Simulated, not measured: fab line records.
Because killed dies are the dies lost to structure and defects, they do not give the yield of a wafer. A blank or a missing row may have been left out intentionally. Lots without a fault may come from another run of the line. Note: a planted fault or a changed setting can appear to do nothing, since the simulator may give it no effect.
The tool behind it: which one? || flow sky130 || 10 lots with 30 wafers sampled at 3 steps, on a route of 708 steps

## WHAT THE GAUGES READ, wafer by wafer
SKY_SONOS_ONO_THK_MEAS_01.
{"lot": "L586", "measured": "day 11 13:34", "on": "film_metro-01", "SONOS_ONO_OXIDATION_THK (nm)": "2.41 2.42 2.46"}
{"lot": "L588", "measured": "day 11 20:58", "on": "film_metro-03", "SONOS_ONO_OXIDATION_THK (nm)": "2.69 2.60 2.56"}
{"lot": "L589", "measured": "day 12 08:09", "on": "film_metro-01", "SONOS_ONO_OXIDATION_THK (nm)": "2.66 2.59 2.60"}
{"lot": "L594", "measured": "day 14 06:01", "on": "film_metro-03", "SONOS_ONO_OXIDATION_THK (nm)": "2.50 2.51 2.59"}
{"lot": "L595", "measured": "day 14 09:19", "on": "film_metro-02", "SONOS_ONO_OXIDATION_THK (nm)": "2.17 2.19 2.16"}
{"lot": "L598", "measured": "day 15 13:41", "on": "film_metro-03", "SONOS_ONO_OXIDATION_THK (nm)": "2.11 2.15 2.10"}
{"lot": "L599", "measured": "day 15 21:17", "on": "film_metro-02", "SONOS_ONO_OXIDATION_THK (nm)": "2.53 2.50 2.50"}
{"lot": "L602", "measured": "day 16 18:46", "on": "film_metro-02", "SONOS_ONO_OXIDATION_THK (nm)": "2.63 2.56 2.61"}
{"lot": "L603", "measured": "day 17 03:59", "on": "film_metro-02", "SONOS_ONO_OXIDATION_THK (nm)": "2.51 2.64 2.58"}
{"lot": "L607", "measured": "day 18 14:23", "on": "film_metro-01", "SONOS_ONO_OXIDATION_THK (nm)": "2.55 2.58 2.64"}

## EACH LOT AND THE TOOL THAT RAN IT (in order: tool; ch and the chambers of the sampled wafers; start)
{"lot": "L586", "SKY_VT_ADJUST_LVTN_STRIP_20": "plasma_asher-03 ch 0,1, day 7 18:46", "SKY_SONOS_ONO_OXIDATION_00": "furnace-02 ch 0, day 11 12:13"}
{"lot": "L588", "SKY_VT_ADJUST_LVTN_STRIP_20": "plasma_asher-01 ch 1, day 8 02:02", "SKY_SONOS_ONO_OXIDATION_00": "furnace-01 ch 0, day 11 19:36"}
{"lot": "L589", "SKY_VT_ADJUST_LVTN_STRIP_20": "plasma_asher-02 ch 0,1, day 8 10:26", "SKY_SONOS_ONO_OXIDATION_00": "furnace-02 ch 0, day 12 06:48"}
{"lot": "L594", "SKY_VT_ADJUST_LVTN_STRIP_20": "plasma_asher-02 ch 0,1, day 10 02:08", "SKY_SONOS_ONO_OXIDATION_00": "furnace-02 ch 0, day 14 04:40"}
{"lot": "L595", "SKY_VT_ADJUST_LVTN_STRIP_20": "plasma_asher-01 ch 0,1, day 10 06:01", "SKY_SONOS_ONO_OXIDATION_00": "furnace-02 ch 0, day 14 07:59"}
{"lot": "L598", "SKY_VT_ADJUST_LVTN_STRIP_20": "plasma_asher-03 ch 0,1, day 11 05:15", "SKY_SONOS_ONO_OXIDATION_00": "furnace-02 ch 0, day 15 12:20"}
{"lot": "L599", "SKY_VT_ADJUST_LVTN_STRIP_20": "plasma_asher-01 ch 0,1, day 11 11:13", "SKY_SONOS_ONO_OXIDATION_00": "furnace-01 ch 0, day 15 19:56"}
{"lot": "L602", "SKY_VT_ADJUST_LVTN_STRIP_20": "plasma_asher-02 ch 1, day 12 05:44", "SKY_SONOS_ONO_OXIDATION_00": "furnace-01 ch 0, day 16 17:25"}
{"lot": "L603", "SKY_VT_ADJUST_LVTN_STRIP_20": "plasma_asher-03 ch 0,1, day 12 13:19", "SKY_SONOS_ONO_OXIDATION_00": "furnace-01 ch 0, day 17 02:38"}
{"lot": "L607", "SKY_VT_ADJUST_LVTN_STRIP_20": "plasma_asher-01 ch 0,1, day 13 19:43", "SKY_SONOS_ONO_OXIDATION_00": "furnace-01 ch 0, day 18 13:02"}
- SKY_VT_ADJUST_LVTN_STRIP_20: strips in O2/N2.
- SKY_SONOS_ONO_OXIDATION_00: stabilise 600 s, purge 300 s, target thk 2.6 nm.

## THE ANSWER, worked out from the rows above alone
Rule: what is usual is taken from the lots themselves. Put in order of their means at a reading, lots are off if they are a third of the lots or fewer, leave a main group of 4 or more, and stand apart from it by a gap of 3 or more times the standard deviation of the main group's means; of several such gaps the widest counts. Not used: any main group whose means are identical at the precision the tables above print for the reading. Also off: a lot with no number at a reading for which 4 or more lots have one. All remaining lots with rows at the step are treated as sound.
Off: L595, L598, at SKY_SONOS_ONO_THK_MEAS_01 (SONOS_ONO_OXIDATION_THK). For the main group the mean is 2.56 nm and the standard deviation 0.061.
A tool fits if, at a process step before that reading, it ran every lot that is off, and no sound lot after the first of them. Gauges at SKY_SONOS_ONO_THK_MEAS_01: tried the same way as those tools. One candidate fits, namely furnace-02 at SKY_SONOS_ONO_OXIDATION_00. Its last sound lot is L594 (day 14 04:40), its first lot that is off L595 (day 14 07:59): a fault that began between those two fits.

## WHAT THE SIMULATOR PUT IN
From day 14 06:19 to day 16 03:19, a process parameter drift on furnace-02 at SKY_SONOS_ONO_OXIDATION_00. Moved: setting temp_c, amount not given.
Struck lots among those shown: L595, L598. The rule above reached the same finding.
